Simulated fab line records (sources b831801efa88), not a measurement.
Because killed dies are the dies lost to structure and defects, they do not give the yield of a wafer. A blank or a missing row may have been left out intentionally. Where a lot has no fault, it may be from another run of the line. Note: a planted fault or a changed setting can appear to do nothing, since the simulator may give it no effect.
Which tool is to blame? ; flow sky130 ; 10 lots, 29 wafers sampled, at 5 steps of a route of 708

== WHAT THE GAUGES SHOWED, per wafer ==
SKY_VIA2_BOW_MEAS_03. Usual: VIA2_BOW 84 um, standard deviation 6.6.
lot;measured;on;VIA2_BOW (um);flag
L730;day 37 23:32;filmMetro-01;117 113 110;OFF
L732;day 38 14:24;filmMetro-03;115 127 120;OFF
L735;day 39 10:52;filmMetro-04;80 78 90;
L736;day 39 18:37;filmMetro-04;82 82 73;
L737;day 39 20:05;filmMetro-01;82 94 88;
L739;day 40 10:49;filmMetro-03;78 88;
L740;day 41 06:36;filmMetro-03;73 76 78;
L741;day 41 12:14;filmMetro-01;80 77 83;
L743;day 41 16:52;filmMetro-01;84 88 90;
L745;day 42 08:04;filmMetro-03;76 81 91;

== WHICH TOOL RAN EACH LOT (tool, then ch and the chambers of the sampled wafers, then the start) ==
lot;SKY_VIA1_CMP_24;SKY_METAL2_DESCUM_17;SKY_METAL2_ETCH_18;SKY_VIA2_CMP_02
L730;cmp-01 ch 0,2,3, day 36 21:07;rieMetal-01 ch 0,1, day 37 22:09;rieMetal-01 ch 0,1, day 37 22:11;cmp-01 ch 1,3, day 37 23:16
L732;cmp-01 ch 0,1,3, day 37 11:04;rieMetal-02 ch 0,1, day 38 13:06;rieMetal-02 ch 0,1, day 38 13:08;cmp-02 ch 0,1,2, day 38 14:06
L735;cmp-02 ch 0,1,2, day 38 07:58;rieMetal-01 ch 0,1, day 39 09:02;rieMetal-01 ch 0,1, day 39 09:04;cmp-02 ch 1,2,3, day 39 10:43
L736;cmp-01 ch 0,3, day 38 15:27;rieMetal-02 ch 0, day 39 17:03;rieMetal-02 ch 0, day 39 17:08;cmp-02 ch 0,1,2, day 39 18:17
L737;cmp-01 ch 0,1,2, day 38 16:58;rieMetal-01 ch 0,1, day 39 18:44;rieMetal-01 ch 0,1, day 39 18:46;cmp-01 ch 0,1,2, day 39 19:53
L739;cmp-02 ch 0,2, day 39 08:08;rieMetal-02 ch 0, day 40 09:02;rieMetal-02 ch 0, day 40 09:08;cmp-02 ch 0,2, day 40 10:34
L740;cmp-02 ch 1,2,3, day 40 03:39;rieMetal-03 ch 0,1, day 41 05:18;rieMetal-03 ch 0,1, day 41 05:21;cmp-02 ch 0,1, day 41 06:16
L741;cmp-02 ch 2,3, day 40 10:10;rieMetal-02 ch 0,1, day 41 10:57;rieMetal-02 ch 0,1, day 41 10:59;cmp-01 ch 1,3, day 41 11:55
L743;cmp-01 ch 0,1,2, day 40 14:37;rieMetal-03 ch 0, day 41 15:36;rieMetal-03 ch 0, day 41 15:38;cmp-02 ch 0,1,3, day 41 16:37
L745;cmp-02 ch 0,2,3, day 41 06:53;rieMetal-02 ch 1, day 42 06:45;rieMetal-02 ch 1, day 42 06:47;cmp-02 ch 0,2,3, day 42 07:48
- SKY_VIA1_CMP_24: polishes, stops on SiO2, t overpolish 15 s, target thk 0 nm.
- SKY_METAL2_DESCUM_17: chemistry O2, time 8 s.
- SKY_METAL2_ETCH_18: etches BARC in N2/H2, stops on SiO2, time 45.9 s, target depth 60 nm.
- SKY_VIA2_CMP_02: polishes SiO2.

== WHAT THE TOOLS THEMSELVES READ (means of the sampled wafers that have a number; where no wafer has one, the mark that the record gives instead) ==
SKY_VIA1_CMP_24. Usual: edgeZonePressureFrac 0.999, standard deviation 0.0052; headPressurePsi 3.500 psi, standard deviation 0.0081; motorCurrentA 11.5 A, standard deviation 0.97; overpolishRunS 14.999 s, standard deviation 0.0093; timeToEndpointS 65.9 s, standard deviation 2.8.
lot;tool;edgeZonePressureFrac;headPressurePsi (psi);motorCurrentA (A);overpolishRunS (s);timeToEndpointS (s);flag
L730;cmp-01;0.993;3.498;11.2;14.982;69.9;
L732;cmp-01;0.997;3.502;12.2;14.999;67.2;
L735;cmp-02;0.996;3.504;11.4;15.006;67.1;
L736;cmp-01;0.998;3.499;11.2;14.997;66.9;
L737;cmp-01;0.999;3.501;11.6;14.994;64.6;
L739;cmp-02;0.995;3.497;11.9;14.998;65.6;
L740;cmp-02;1.000;3.505;10.5;14.992;67.1;
L741;cmp-02;0.992;3.502;10.6;14.999;64.0;
L743;cmp-01;1.005;3.503;11.6;15.001;64.8;
L745;cmp-02;0.999;3.497;11.3;15.004;64.6;

SKY_METAL2_DESCUM_17. Usual: drypumpMotorCurrentA 5.8 A, standard deviation 0.49; oesProductAu 1.001 a.u., standard deviation 0.0084.
lot;tool;drypumpMotorCurrentA (A);oesProductAu (a.u.);flag
L730;rieMetal-01;6.4;0.999;
L732;rieMetal-02;5.5;1.012;
L735;rieMetal-01;6.4;1.002;
L736;rieMetal-02;5.4;1.011;
L737;rieMetal-01;6.4;1.001;
L739;rieMetal-02;5.4;1.012;
L740;rieMetal-03;5.3;0.993;
L741;rieMetal-02;5.5;1.004;
L743;rieMetal-03;5.2;1.006;
L745;rieMetal-02;5.7;1.001;

SKY_METAL2_ETCH_18. Usual: biasW 99.97 W, standard deviation 0.28; drypumpMotorCurrentA 5.8 A, standard deviation 0.49; oesProductAu 0.855 a.u., standard deviation 0.0047; throttleValvePct 13.225 %, standard deviation 0.0091.
lot;tool;biasW (W);drypumpMotorCurrentA (A);oesProductAu (a.u.);throttleValvePct (%);flag
L730;rieMetal-01;99.79;6.4;0.859;13.231;
L732;rieMetal-02;99.87;5.5;0.855;13.218;
L735;rieMetal-01;99.98;6.4;0.857;13.216;
L736;rieMetal-02;99.74;5.4;0.856;13.222;
L737;rieMetal-01;100.13;6.4;0.855;13.227;
L739;rieMetal-02;100.03;5.4;0.855;13.224;
L740;rieMetal-03;99.66;5.3;0.857;13.223;
L741;rieMetal-02;100.24;5.5;0.854;13.215;
L743;rieMetal-03;99.97;5.2;0.857;13.225;
L745;rieMetal-02;100.15;5.7;0.854;13.217;

SKY_VIA2_CMP_02. Usual: edgeZonePressureFrac 1.000, standard deviation 0.0054; headPressurePsi 3.999 psi, standard deviation 0.0087; motorCurrentA 12.4 A, standard deviation 1.1.
lot;tool;edgeZonePressureFrac;headPressurePsi (psi);motorCurrentA (A);flag
L730;cmp-01;-;-;-;OFF
L732;cmp-02;-;-;-;OFF
L735;cmp-02;0.995;4.001;11.7;
L736;cmp-02;1.002;4.002;12.4;
L737;cmp-01;0.996;4.001;12.9;
L739;cmp-02;1.006;3.995;12.2;
L740;cmp-02;1.005;4.005;12.1;
L741;cmp-01;1.003;3.985;12.9;
L743;cmp-02;0.994;3.992;11.6;
L745;cmp-02;0.995;4.004;12.9;

== THE ANSWER, worked out from the rows above alone ==
Rule: a lot is off if the mean of its wafers that have a number lies more than 3 standard deviations from the usual mean. A lot without any number at a reading at which 4 lots or more have one is off too. Where the step has rows for the other lots, those lots are counted as sound. First the gauges in route order, then the tools' own readings, where a lot's mean is used as printed above. The first step at which some lot is off is used, and at that step the reading that is off furthest; a lot without a number counts as furthest.
Off: at SKY_VIA2_BOW_MEAS_03 (VIA2_BOW), L730, L732.
If a tool, at a process step before that reading, ran all the lots that are off and no sound lot after the first of them, it fits. Not tried: the gauges at SKY_VIA2_BOW_MEAS_03; whatever is off there is also off at SKY_VIA2_CMP_02, on other tools, and gauge error can't account for it. No candidate that was tried fits.

== WHAT WAS PUT IN BY THE SIMULATOR ==
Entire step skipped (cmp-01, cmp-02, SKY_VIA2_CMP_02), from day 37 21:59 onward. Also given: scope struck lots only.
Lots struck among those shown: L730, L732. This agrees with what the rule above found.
